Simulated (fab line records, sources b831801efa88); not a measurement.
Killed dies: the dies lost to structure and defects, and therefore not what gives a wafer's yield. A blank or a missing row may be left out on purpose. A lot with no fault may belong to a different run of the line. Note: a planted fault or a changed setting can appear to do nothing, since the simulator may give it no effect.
Which tool was responsible? :: flow sky130 :: 36 wafers from 12 lots sampled at 4 of the route's 708 steps

## WHAT THE GAUGES READ, wafer by wafer
SKY_GATE_OXIDE_THK_MEAS_02.
lot: L953
measured: day 12 20:07
on: film metro-04
GATE_OXIDE_OXIDATION_00_THK (nm): 10.79 10.68 10.61

lot: L954
measured: day 13 05:02
on: film metro-03
GATE_OXIDE_OXIDATION_00_THK (nm): 10.54 10.47 10.45

lot: L955
measured: day 13 13:02
on: film metro-01
GATE_OXIDE_OXIDATION_00_THK (nm): 10.10 10.19 10.34

lot: L957
measured: day 14 13:10
on: film metro-01
GATE_OXIDE_OXIDATION_00_THK (nm): 11.69 11.71 11.72

lot: L958
measured: day 14 14:34
on: film metro-03
GATE_OXIDE_OXIDATION_00_THK (nm): 11.89 11.94 11.82

lot: L969
measured: day 18 12:18
on: film metro-04
GATE_OXIDE_OXIDATION_00_THK (nm): 10.63 10.37 10.51

lot: L970
measured: day 18 12:32
on: film metro-03
GATE_OXIDE_OXIDATION_00_THK (nm): 10.36 10.22 10.26

lot: L971
measured: day 18 21:53
on: film metro-04
GATE_OXIDE_OXIDATION_00_THK (nm): 10.02 10.35 10.26

lot: L972
measured: day 19 05:06
on: film metro-04
GATE_OXIDE_OXIDATION_00_THK (nm): 10.42 10.38 10.50

lot: L973
measured: day 19 12:12
on: film metro-03
GATE_OXIDE_OXIDATION_00_THK (nm): 10.44 10.26 10.20

lot: L974
measured: day 19 20:34
on: film metro-04
GATE_OXIDE_OXIDATION_00_THK (nm): 10.42 10.56 10.43

lot: L976
measured: day 20 21:17
on: film metro-04
GATE_OXIDE_OXIDATION_00_THK (nm): 10.17 10.24 10.11

SKY_LI_CONTACT_THK_MEAS_23: measures by xrf.
lot: L953
measured: day 29 05:20
on: film metro-03
LI_CONTACT_W_THK (nm): 407 404 399

lot: L954
measured: day 29 14:52
on: film metro-03
LI_CONTACT_W_THK (nm): 401 402 419

lot: L955
measured: day 29 23:28
on: film metro-01
LI_CONTACT_W_THK (nm): 405 412 408

lot: L957
measured: day 30 21:49
on: film metro-03
LI_CONTACT_W_THK (nm): 414 412 410

lot: L958
measured: day 31 02:48
on: film metro-03
LI_CONTACT_W_THK (nm): 405 406 408

lot: L969
measured: day 34 21:42
on: film metro-01
LI_CONTACT_W_THK (nm): 409 401 405

lot: L970
measured: day 34 22:45
on: film metro-03
LI_CONTACT_W_THK (nm): 398 405 398

lot: L971
measured: day 35 02:12
on: film metro-02
LI_CONTACT_W_THK (nm): 403 403 400

lot: L972
measured: day 35 06:40
on: film metro-03
LI_CONTACT_W_THK (nm): 414 415 411

lot: L973
measured: day 35 13:31
on: film metro-01
LI_CONTACT_W_THK (nm): 417 411 417

lot: L974
measured: day 35 23:35
on: film metro-03
LI_CONTACT_W_THK (nm): 416 417 419

lot: L976
measured: day 36 19:16
on: film metro-03
LI_CONTACT_W_THK (nm): 398 421 404

## TOOL THAT RAN EACH LOT (tool first, then ch and the chambers of the sampled wafers, then the start)
lot: L953
SKY_GATE_OXIDE_OXIDATION_01: furnace-02 ch 0, day 12 18:42
SKY_SD_N_RTA_14: rtp anneal-02 ch 0, day 28 00:49

lot: L954
SKY_GATE_OXIDE_OXIDATION_01: furnace-01 ch 0, day 13 03:38
SKY_SD_N_RTA_14: rtp anneal-01 ch 0, day 28 10:47

lot: L955
SKY_GATE_OXIDE_OXIDATION_01: furnace-02 ch 0, day 13 11:38
SKY_SD_N_RTA_14: rtp anneal-02 ch 0, day 28 17:19

lot: L957
SKY_GATE_OXIDE_OXIDATION_01: furnace-01 ch 0, day 14 11:44
SKY_SD_N_RTA_14: rtp anneal-02 ch 0, day 29 16:44

lot: L958
SKY_GATE_OXIDE_OXIDATION_01: furnace-01 ch 0, day 14 13:09
SKY_SD_N_RTA_14: rtp anneal-01 ch 0, day 29 20:30

lot: L969
SKY_GATE_OXIDE_OXIDATION_01: furnace-01 ch 0, day 18 10:54
SKY_SD_N_RTA_14: rtp anneal-02 ch 0, day 33 17:35

lot: L970
SKY_GATE_OXIDE_OXIDATION_01: furnace-02 ch 0, day 18 11:08
SKY_SD_N_RTA_14: rtp anneal-01 ch 0, day 33 18:14

lot: L971
SKY_GATE_OXIDE_OXIDATION_01: furnace-02 ch 0, day 18 20:27
SKY_SD_N_RTA_14: rtp anneal-02 ch 0, day 33 21:51

lot: L972
SKY_GATE_OXIDE_OXIDATION_01: furnace-01 ch 0, day 19 03:41
SKY_SD_N_RTA_14: rtp anneal-01 ch 0, day 34 01:23

lot: L973
SKY_GATE_OXIDE_OXIDATION_01: furnace-01 ch 0, day 19 10:46
SKY_SD_N_RTA_14: rtp anneal-02 ch 0, day 34 08:26

lot: L974
SKY_GATE_OXIDE_OXIDATION_01: furnace-01 ch 0, day 19 19:09
SKY_SD_N_RTA_14: rtp anneal-01 ch 0, day 34 19:02

lot: L976
SKY_GATE_OXIDE_OXIDATION_01: furnace-02 ch 0, day 20 19:53
SKY_SD_N_RTA_14: rtp anneal-01 ch 0, day 35 14:56
- SKY_GATE_OXIDE_OXIDATION_01: stabilise 600 s, purge 300 s, target thk 10.268 nm.
- SKY_SD_N_RTA_14: time 2 s.

## AS READ BY THE TOOLS THEMSELVES (means over the sampled wafers that have a number; for cases with no such wafer, the mark the record gives instead)
SKY_GATE_OXIDE_OXIDATION_01.
lot: L953
tool: furnace-02
spike tc lower C (C): 898.6

lot: L954
tool: furnace-01
spike tc lower C (C): 901.6

lot: L955
tool: furnace-02
spike tc lower C (C): 898.9

lot: L957
tool: furnace-01
spike tc lower C (C): 901.1

lot: L958
tool: furnace-01
spike tc lower C (C): 901.3

lot: L969
tool: furnace-01
spike tc lower C (C): 900.0

lot: L970
tool: furnace-02
spike tc lower C (C): 899.6

lot: L971
tool: furnace-02
spike tc lower C (C): 899.3

lot: L972
tool: furnace-01
spike tc lower C (C): 901.3

lot: L973
tool: furnace-01
spike tc lower C (C): 901.0

lot: L974
tool: furnace-01
spike tc lower C (C): 900.8

lot: L976
tool: furnace-02
spike tc lower C (C): 900.6

SKY_SD_N_RTA_14.
lot: L953
tool: rtp anneal-02
lamp power pct (%): 15.76
wafer_temp_C_max: 1077.8

lot: L954
tool: rtp anneal-01
lamp power pct (%): 15.69
wafer_temp_C_max: 1078.2

lot: L955
tool: rtp anneal-02
lamp power pct (%): 15.75
wafer_temp_C_max: 1076.9

lot: L957
tool: rtp anneal-02
lamp power pct (%): 15.75
wafer_temp_C_max: 1077.8

lot: L958
tool: rtp anneal-01
lamp power pct (%): 15.77
wafer_temp_C_max: 1078.3

lot: L969
tool: rtp anneal-02
lamp power pct (%): 15.72
wafer_temp_C_max: 1077.6

lot: L970
tool: rtp anneal-01
lamp power pct (%): 15.72
wafer_temp_C_max: 1079.0

lot: L971
tool: rtp anneal-02
lamp power pct (%): 15.76
wafer_temp_C_max: 1077.5

lot: L972
tool: rtp anneal-01
lamp power pct (%): 15.73
wafer_temp_C_max: 1079.4

lot: L973
tool: rtp anneal-02
lamp power pct (%): 15.78
wafer_temp_C_max: 1076.5

lot: L974
tool: rtp anneal-01
lamp power pct (%): 15.75
wafer_temp_C_max: 1077.7

lot: L976
tool: rtp anneal-01
lamp power pct (%): 15.71
wafer_temp_C_max: 1078.8

## THE ANSWER, worked out from the rows above alone
Rule: the lots themselves supply what counts as usual. The widest of any qualifying gaps counts: lots, ordered by their means at a reading, are off when they make up no more than a third of the lots, leave a main group of 4 or more, and stand apart from it by 3 or more times the standard deviation of that group's means. A main group whose means are all the same, to the digits that the tables above print for the reading, isn't used. Also off: a lot with no number at a reading for which 4 or more lots have one. Any other lot the step has rows for is counted as sound. The gauges are gone through in route order, then the tools' own readings, and for those a lot's mean is taken as printed above. The first step at which some lot is off is used, and at that step the reading that is off furthest; a lot without a number counts as furthest.
Off: L957, L958, seen at SKY_GATE_OXIDE_THK_MEAS_02 (GATE_OXIDE_OXIDATION_00_THK). Mean 10.38 nm and standard deviation 0.16 in the main group.
A tool fits if, at a process step before that reading, it ran every lot that is off, and no sound lot after the first of them. Those tools and the gauges at SKY_GATE_OXIDE_THK_MEAS_02 are tried in the same way. No candidate that was tried fits.

## WHAT THE SIMULATOR HAD PUT IN
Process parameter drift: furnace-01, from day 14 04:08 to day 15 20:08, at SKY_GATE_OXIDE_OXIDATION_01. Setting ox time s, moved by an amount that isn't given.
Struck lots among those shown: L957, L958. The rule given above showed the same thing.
